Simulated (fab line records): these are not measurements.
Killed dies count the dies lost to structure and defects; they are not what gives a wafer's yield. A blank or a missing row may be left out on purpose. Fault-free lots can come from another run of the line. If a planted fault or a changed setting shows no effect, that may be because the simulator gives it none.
Struck lot and sound lot, side by side -- flow sky130 -- 13 out of 708 route steps
Sound: these wafers, L248.1, L248.5, L248.6. Wafers L243.1, L243.2, L243.4 were the ones struck. At the end, the cause is stated.
At each step with rows: each side's tool, then ch and its chambers, then its first start. Under that, the readings that differ: sound wafers -- struck wafers -- difference of the means -- sigmas: that difference in standard deviations of wafers without a fault.
alike: readings whose means differ by less than 2 such deviations, and words and numbers that are the same on both sides. not compared: withheld readings, readings that some wafer has no value for, bounds like >300 that may hide the same value, and numbers for which the record gives no deviation and whose values overlap.
Wherever a step has rows on one side only, a row that says differs or no value, or a row with sigmas, the two part there. When numbers do not overlap yet have no deviation, they are printed without sigmas and do not part them. A reading missing from all wafers of one side parts the sides only when that side holds two or more wafers.

SKY_VIA3_CD_MEAS_12: target cd 200 nm.
  sound on cd sem-02, day 44 11:33; struck on cd sem-02, day 42 23:10
  alike: cd nm
SKY_VIA3_OVL_MEAS_13:
  sound on overlay-01, day 44 11:40; struck on overlay-01, day 42 23:17
  alike: VIA3_OVL
SKY_VIA3_ETCH_14: etches BARC in N2/H2, stops on SiO2, time 45.9 s, target depth 60 nm.
  sound on rie diel-02 ch 0,2,3, day 44 11:43; struck on rie diel-03 ch 1,2,3, day 42 23:19
  alike: drypump motor current A, oes product au, throttle valve pct
  not compared: rf hours counter h
SKY_VIA3_ETCH_15: etches SiO2 in C4F8/O2/Ar, stops on TiN, target depth 507 nm, time 78 s.
  sound on rie diel-02 ch 0,2,3, day 44 11:45; struck on rie diel-03 ch 1,2,3, day 42 23:22
  alike: oes product au
  not compared: rf hours counter h
SKY_VIA3_STRIP_16: strips in O2/N2.
  sound on plasma asher-02 ch 0,1, day 44 11:49; struck on plasma asher-03 ch 0,1, day 42 23:25
reading,sound,struck,difference,sigmas
drypump motor current A (A),5.0 5.1 4.9,6.0 5.8 5.9,+0.9,+2
  alike: oes product au, strip time to endpoint s
  not compared: rf hours counter h
then, 3 steps without rows for these wafers: SKY_VIA3_STRIP_17 (strips in post etch residue remover, time 1200 s); SKY_VIA3_CLEAN_18 (cleans in IPA, time 180 s); SKY_VIA3_CLEAN_19 (cleans in O3/DIW).
SKY_VIA3_SPUTTER_20: material TiN, target thk 20 nm, time 80 s.
  sound on pvd sputter-03, day 44 12:24; struck on pvd sputter-03, day 43 00:01
  alike: chamber pressure pa, throttle valve pct
SKY_VIA3_CVD_21: deposits W, target thk 390 nm, time 117.31 s.
  sound on cvd w-02 ch 0,1, day 44 12:28; struck on cvd w-01 ch 0,1, day 43 00:04
  alike: heater power w
SKY_VIA3_RS_MEAS_22: measurement is done with a four-point probe.
  sound on film metro-03, day 44 12:35; struck on film metro-01, day 43 00:11
  alike: VIA3_W_RS
SKY_VIA3_THK_MEAS_23: measures by xrf.
  sound on film metro-03, day 44 12:43; struck on film metro-01, day 43 00:19
  alike: VIA3_W_THK
SKY_VIA3_CMP_24: polishes, stops on SiO2, t overpolish 20 s, target thk 0 nm.
  sound on cmp-02 ch 0,3, day 44 12:49; struck on cmp-01 ch 1,2,3, day 43 00:22
  no value came back on the struck wafers for any of 5 readings (edge zone pressure frac, head pressure psi (psi) and others); on the sound wafers edge zone pressure frac reads 1.005 1.006 1.000
reading,sound,struck,difference,sigmas
model.W_of_VIA3_CVD_21.thk nm (nm),0 0 0,390.5 397.6 393.1,+393.7,
model.SiO2_of_VIA3_HDPCVD_00.thk nm (nm),461.1 462.6 461.8,466.4 468 466.4,+5.1,

== WHERE THEY PART ==
Last at SKY_VIA3_CMP_24 as far as this record goes, first at SKY_VIA3_STRIP_16.

WHY: what the simulator had put in
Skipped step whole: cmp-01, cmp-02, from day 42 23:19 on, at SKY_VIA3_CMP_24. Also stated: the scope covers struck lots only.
